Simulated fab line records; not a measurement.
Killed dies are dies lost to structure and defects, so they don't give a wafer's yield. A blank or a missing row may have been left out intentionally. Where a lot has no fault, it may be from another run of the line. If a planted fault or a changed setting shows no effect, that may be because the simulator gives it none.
A struck lot beside a sound one / flow gf180mcu / 17 out of 602 route steps
Sound: these wafers, L278.1, L278.2, L278.3. Wafers L293.1, L293.4, L293.5 were the ones struck. The cause comes at the end.
Order at every step that has rows: each side's tool, ch and its chambers, its first start. Under that, the readings that differ: sound wafers / struck wafers / difference of the means / sigmas: that difference in standard deviations of wafers without a fault.
alike: same words and numbers on both sides, and readings whose means sit less than 2 such deviations apart. not compared: any withheld reading, any reading some wafer has no value for, any bound like >300 that may hide the same value, and any number with overlapping values for which the record gives no deviation.
Wherever a step has rows on one side only, a row that says differs or no value, or a row with sigmas, the two part there. When numbers do not overlap yet have no deviation, they are printed without sigmas and do not part them. A reading missing from all wafers of one side parts the sides only when that side holds two or more wafers.

first, 2 steps without rows for these wafers: GF_NSD_PEB_05; GF_NSD_DEVELOP_06 (develop time 60 s).
GF_NSD_CD_MEAS_07: target cd 400 nm.
  sound: cd_sem-02 at day 13 06:16; struck: cd_sem-01 at day 18 15:52
  alike: cd_nm
GF_NSD_OVL_MEAS_08:
  sound: overlay-01 at day 13 06:23; struck: overlay-02 at day 18 15:59
  alike: NSD_OVL
then, 2 steps without rows for these wafers: GF_NSD_IMPLANT_09; GF_NSD_IMPLANT_10.
GF_NSD_STRIP_11: strips in O2/N2.
  sound on plasma_asher-03 ch 0,1, day 13 06:43; struck on plasma_asher-03 ch 0,1, day 18 16:19
reading=platen_temp_c (C); sound=250.00 249.58 249.85; struck=250.26 250.12 250.20; difference=+0.38; sigmas=+2
  alike: drypump_motor_current_A, heater_power_w, oes_product_au, strip_time_to_endpoint_s
  not compared: rf_hours_counter_h
GF_NSD_TW_MEAS_12:
  sound: film_metro-03 at day 13 06:49; struck: film_metro-01 at day 18 16:25
  alike: NSD_TW
then, 4 steps without rows for these wafers: GF_PSD_DEHYDRATE_00 (time 60 s); GF_PSD_HMDS_01 (prime time 60 s); GF_PSD_COAT_02 (resist thk 1000 nm); GF_PSD_SOFTBAKE_03 (time 60 s).
GF_PSD_EXPOSE_04: exposes mask Pplus, target cd 400 nm.
  sound on iline_stepper-02 ch 0, day 13 17:02; struck on iline_stepper-02 ch 0, day 19 04:36
reading=mask; sound=Pplus#0 Pplus#0 Pplus#0; struck=Pplus_R1#0 Pplus_R1#0 Pplus_R1#0; difference=differs; sigmas=
  alike: exposure_dose_mJ_cm2
then, 2 steps without rows for these wafers: GF_PSD_PEB_05; GF_PSD_DEVELOP_06 (develop time 60 s).
GF_PSD_CD_MEAS_07: target cd 400 nm.
  sound: cd_sem-02 at day 14 02:59; struck: cd_sem-01 at day 19 16:07
reading=cd_nm (nm); sound=402.8 401.0 403.5; struck=321.9 321.4 321.4; difference=-80.9; sigmas=-29
GF_PSD_OVL_MEAS_08:
  sound: overlay-02 at day 14 03:07; struck: overlay-02 at day 19 16:14
  alike: PSD_OVL

## WHERE THEY PART
At GF_NSD_STRIP_11 first; at GF_PSD_CD_MEAS_07 last (within this record only). Later steps at which nothing parts them and some readings are alike: GF_PSD_OVL_MEAS_08.

WHY: the cause the simulator had injected
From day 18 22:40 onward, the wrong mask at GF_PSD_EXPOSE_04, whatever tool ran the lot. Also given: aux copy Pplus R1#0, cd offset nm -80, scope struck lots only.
